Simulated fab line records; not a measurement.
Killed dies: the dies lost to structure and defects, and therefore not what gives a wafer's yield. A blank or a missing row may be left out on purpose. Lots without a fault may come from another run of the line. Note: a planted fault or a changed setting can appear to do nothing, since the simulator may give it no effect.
Chamber matching    flow gf180mcu    pecvd-04 running GF_V3_CVD_02: 3 sister chambers
The step deposits SiO2 from TEOS, target thk 850 nm, time 94.851 s. 6 wafers are shown with their chamber, then 9 later ones without.

== EACH WAFER AND ITS CHAMBER ==
wafer   chamber  heaterPowerW (W)
L554.1  2        495
L555.4  0        723
L555.5  2        605
L558.1  1        558
L558.5  1        612
L558.6  0        653

== WAFERS MISSING THEIR CHAMBER ==
wafer   heaterPowerW (W)
L559.1  525
L559.3  553
L559.4  589
L561.1  678
L561.2  685
L561.3  509
L562.2  688
L562.3  562
L562.4  595

== WHICH CHAMBER EACH WENT THROUGH ==
wafer   from the rows above           in truth
L559.1  can't be placed: 2 or 1       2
L559.3  can't be placed: 2 or 1       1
L559.4  can't be placed: 1 or 2 or 0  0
L561.1  can't be placed: 0 or 1       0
L561.2  can't be placed: 0 or 1       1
L561.3  can't be placed: 2 or 1       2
L562.2  can't be placed: 0 or 1       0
L562.3  can't be placed: 2 or 1 or 0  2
L562.4  can't be placed: 1 or 2 or 0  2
Correct placement for 0 of the 9. From these rows, 9 cannot be placed; in 9 the true chamber is one of the candidates. 0 placed wrongly.
How it was worked out, from the rows above alone: a wafer's distance from a chamber is the root of the sum, over the readings, of the square of ((its reading less the chamber's mean) divided by the reading's scatter). The wafer belongs to the nearest chamber; if the next one is less than 2 further off, it can't be placed. For every chamber, the mean is computed from those of its wafers that are shown. The scatter: the root of (the sum of the squares of (reading less its chamber's mean) over the shown wafers, divided by (wafers less chambers)).
